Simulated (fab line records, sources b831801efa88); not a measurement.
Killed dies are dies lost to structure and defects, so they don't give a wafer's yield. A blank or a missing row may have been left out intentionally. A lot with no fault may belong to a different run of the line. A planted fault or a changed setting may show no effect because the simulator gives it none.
The tool behind it: which one? | flow sky130 | Sampling: 24 lots, 72 wafers, 5 of 708 route steps

== WHAT THE GAUGES SHOWED, per wafer ==
SKY_FIELD_ISO_CD_MEAS_13 targets a cd of 150 nm.
lot  | measured    | on        | cd nm (nm)
L074 | day 2 08:13 | cd sem-01 | 150.8 149.8 150.2
L075 | day 2 11:37 | cd sem-02 | 149.1 148.3 148.4
L076 | day 2 17:49 | cd sem-02 | 152.9 153.4 152.6
L077 | day 2 21:24 | cd sem-02 | 150.2 149.3 149.3
L078 | day 3 01:59 | cd sem-01 | 149.6 148.7 148.9
L079 | day 3 06:58 | cd sem-01 | 151.2 149.8 150.0
L080 | day 3 14:29 | cd sem-02 | 151.8 152.9 150.6
L081 | day 4 01:53 | cd sem-02 | 148.5 147.8 149.0
L082 | day 4 02:13 | cd sem-02 | 149.8 151.3 152.0
L083 | day 4 09:46 | cd sem-02 | 148.2 147.7 148.7
L084 | day 4 10:31 | cd sem-01 | 153.2 151.7 151.1
L085 | day 4 14:41 | cd sem-01 | 147.1 148.1 147.4
L086 | day 4 18:55 | cd sem-01 | 150.9 150.8 151.2
L087 | day 5 01:19 | cd sem-01 | 148.5 148.3 148.4
L088 | day 5 06:30 | cd sem-02 | 150.1 151.5 150.1
L089 | day 5 12:40 | cd sem-02 | 152.1 150.7 150.9
L090 | day 5 17:13 | cd sem-02 | 150.8 151.7 150.7
L091 | day 5 23:10 | cd sem-01 | 150.7 151.0 151.4
L092 | day 6 01:09 | cd sem-02 | 148.7 149.1 149.3
L093 | day 6 08:01 | cd sem-01 | 149.7 151.0 148.1
L094 | day 6 12:53 | cd sem-01 | 148.7 147.6 149.1
L095 | day 6 17:51 | cd sem-01 | 149.0 148.4 148.6
L096 | day 6 23:32 | cd sem-02 | 149.2 149.4 150.0
L097 | day 7 05:16 | cd sem-02 | 151.4 150.7 149.9

SKY_VT_ADJUST_LVTN_OVL_MEAS_07.
lot  | measured     | on         | VT_ADJUST_LVTN_OVL (nm)
L074 | day 7 14:16  | overlay-01 | -3.4 -1.9 -1.8
L075 | day 7 11:48  | overlay-02 | -2.8 -1.8 -3.6
L076 | day 8 06:59  | overlay-02 | 0.9 -0.8 -1.1
L077 | day 8 06:38  | overlay-01 | 0.0 0.4 0.8
L078 | day 8 13:00  | overlay-01 | -0.8 -1.0 -0.5
L079 | day 8 13:01  | overlay-02 | -1.6 -2.3 -3.8
L080 | day 8 23:15  | overlay-02 | 1.5 0.2 0.4
L081 | day 9 08:31  | overlay-01 | -1.2 1.5 -0.7
L082 | day 9 08:10  | overlay-01 | -0.4 -1.0 -1.2
L083 | day 9 16:21  | overlay-01 | 0.6 0.2 1.6
L084 | day 9 18:17  | overlay-02 | -1.0 -0.2 0.6
L085 | day 10 03:06 | overlay-02 | -0.6 -1.9 -0.9
L086 | day 10 06:07 | overlay-01 | -1.4 -2.1 -0.5
L087 | day 10 13:23 | overlay-02 | 1.0 0.0 -0.5
L088 | day 10 18:21 | overlay-01 | 0.0 -0.5 0.5
L089 | day 11 02:18 | overlay-02 | -2.8 -1.8 -2.7
L090 | day 11 09:06 | overlay-02 | -1.0 -1.1 -1.0
L091 | day 11 17:03 | overlay-01 | 0.0 0.6 0.5
L092 | day 11 22:42 | overlay-02 | 0.7 2.5 1.8
L093 | day 12 03:18 | overlay-01 | 0.9 2.8 1.2
L094 | day 12 08:55 | overlay-01 | 0.0 -1.5 0.1
L095 | day 12 17:02 | overlay-02 | 0.1 0.3 0.6
L096 | day 12 20:39 | overlay-02 | 0.1 0.0 -0.3
L097 | day 13 05:34 | overlay-01 | -0.3 0.3 0.8

SKY_VT_ADJUST_LVTN_OVL_MEAS_18.
lot  | measured     | on         | VT_ADJUST_LVTN_01_OVL (nm)
L074 | day 8 10:46  | overlay-01 | 1.6 1.9 2.8
L075 | day 8 08:42  | overlay-02 | -0.2 0.0 0.3
L076 | day 9 03:30  | overlay-01 | 4.2 2.9 2.8
L077 | day 9 03:17  | overlay-02 | -0.4 0.6 -1.3
L078 | day 9 10:40  | overlay-01 | 0.4 -0.2 1.1
L079 | day 9 11:05  | overlay-02 | -2.3 -1.8 -2.5
L080 | day 9 21:22  | overlay-01 | 1.9 3.8 1.8
L081 | day 10 07:18 | overlay-02 | -1.4 0.6 -0.6
L082 | day 10 06:25 | overlay-01 | 1.7 2.1 2.2
L083 | day 10 14:37 | overlay-02 | 1.2 0.3 0.0
L084 | day 10 16:28 | overlay-02 | -2.1 -1.9 -1.8
L085 | day 11 02:22 | overlay-01 | -0.7 -2.7 -0.9
L086 | day 11 05:01 | overlay-01 | -1.9 -1.7 -2.4
L087 | day 11 12:44 | overlay-02 | 1.3 0.2 0.1
L088 | day 11 18:53 | overlay-01 | -0.5 0.0 -1.0
L089 | day 12 01:23 | overlay-02 | 0.5 1.2 -0.3
L090 | day 12 09:36 | overlay-01 | 2.3 1.8 0.8
L091 | day 12 17:41 | overlay-02 | -1.3 -0.6 -1.2
L092 | day 12 23:23 | overlay-01 | -1.4 -0.8 0.5
L093 | day 13 05:13 | overlay-02 | -2.5 -2.6 -2.4
L094 | day 13 09:40 | overlay-02 | 0.8 2.0 0.1
L095 | day 13 19:20 | overlay-01 | -0.7 0.7 -0.8
L096 | day 13 21:25 | overlay-02 | 0.2 0.6 -0.2
L097 | day 14 07:07 | overlay-01 | -0.2 -1.2 -0.4

SKY_SD_P_CD_MEAS_07 targets a cd of 380 nm.
lot  | measured     | on        | cd nm (nm)
L074 | day 26 11:38 | cd sem-02 | 375.3 377.2 377.5
L075 | day 26 04:44 | cd sem-01 | 386.3 385.6 384.3
L076 | day 27 07:30 | cd sem-01 | 380.2 379.6 382.2
L077 | day 27 07:41 | cd sem-02 | 382.6 380.0 382.5
L078 | day 27 21:20 | cd sem-01 | 380.0 382.9 383.9
L079 | day 27 14:29 | cd sem-02 | 378.5 380.2 380.8
L080 | day 30 11:22 | cd sem-01 | 378.8 378.9 383.1
L081 | day 30 06:29 | cd sem-01 | 379.4 382.5 381.8
L082 | day 30 05:29 | cd sem-02 | 378.5 379.6 382.7
L083 | day 30 13:14 | cd sem-01 | 378.2 379.9 379.2
L084 | day 30 02:55 | cd sem-02 | 385.3 383.3 383.2
L085 | day 30 10:47 | cd sem-02 | 381.9 382.5 381.4
L086 | day 30 12:31 | cd sem-01 | 379.0 379.6 377.8
L087 | day 30 11:00 | cd sem-01 | 380.0 377.8 378.2
L088 | day 30 12:47 | cd sem-01 | 379.7 380.6 378.8
L089 | day 30 14:15 | cd sem-01 | 384.8 384.0 382.9
L090 | day 30 20:52 | cd sem-02 | 382.1 384.3 384.1
L091 | day 31 18:13 | cd sem-01 | 382.6 383.5 381.7
L092 | day 31 21:02 | cd sem-01 | 377.2 378.6 380.5
L093 | day 31 21:59 | cd sem-01 | 379.3 379.9 381.0
L094 | day 32 01:02 | cd sem-01 | 378.8 379.8 378.1
L095 | day 32 09:24 | cd sem-01 | 379.9 377.4 379.5
L096 | day 32 20:05 | cd sem-02 | 373.2 375.4 372.2
L097 | day 32 23:58 | cd sem-02 | 375.9 376.5 376.4

SKY_CONTACT_BOW_MEAS_05.
lot  | measured     | on            | CONTACT_BOW (um)
L074 | day 31 07:49 | film metro-02 | 84 79 83
L075 | day 31 02:32 | film metro-03 | 89 82 89
L076 | day 32 03:42 | film metro-01 | 72 84 86
L077 | day 32 04:00 | film metro-02 | 62 64 65
L078 | day 32 16:42 | film metro-02 | 70 89 75
L079 | day 32 10:44 | film metro-02 | 86 80 81
L080 | day 35 02:45 | film metro-03 | 94 79 80
L081 | day 34 22:04 | film metro-01 | 80 61 77
L082 | day 34 19:56 | film metro-01 | 73 77 91
L083 | day 35 06:27 | film metro-02 | 75 89 95
L084 | day 34 17:47 | film metro-03 | 85 76 89
L085 | day 35 00:50 | film metro-03 | 87 99 78
L086 | day 35 03:32 | film metro-01 | 77 72 79
L087 | day 35 01:28 | film metro-02 | 75 80 70
L088 | day 35 05:37 | film metro-01 | 84 82 69
L089 | day 35 06:44 | film metro-01 | 80 81 76
L090 | day 35 11:11 | film metro-01 | 82 92 81
L091 | day 36 08:59 | film metro-03 | 84 78 99
L092 | day 36 11:13 | film metro-03 | 88 82 85
L093 | day 36 11:33 | film metro-01 | 76 86 90
L094 | day 36 14:01 | film metro-02 | 75 87 82
L095 | day 36 21:51 | film metro-02 | 79 79 77
L096 | day 37 09:38 | film metro-03 | 80 72 60
L097 | day 37 14:01 | film metro-03 | 79 78 77

== TOOL THAT RAN EACH LOT (tool first, then ch and the chambers of the sampled wafers, then the start) ==
There is no process step in the record ahead of these readings.

== AS READ BY THE TOOLS THEMSELVES (means over the sampled wafers that have a number; for cases with no such wafer, the mark the record gives instead) ==
The record holds no such reading with a usual standard deviation.

== THE ANSWER, worked out from the rows above alone ==
Rule: the lots themselves supply what counts as usual. Put in order of their means at a reading, lots are off if they are a third of the lots or fewer, leave a main group of 4 or more, and stand apart from it by a gap of 3 or more times the standard deviation of the main group's means; of several such gaps the widest counts. Not used: any main group whose means are identical at the precision the tables above print for the reading. Also off: a lot with no number at a reading for which 4 or more lots have one. All remaining lots with rows at the step are treated as sound. After the gauges, taken in route order, come the tools' own readings; for these a lot's mean is taken, as printed above. The first step at which some lot is off is used, and at that step the reading that is off furthest; a lot without a number counts as furthest.
None of the lots is off at any reading shown; this tells nothing.

== WHAT THE SIMULATOR HAD INSERTED ==
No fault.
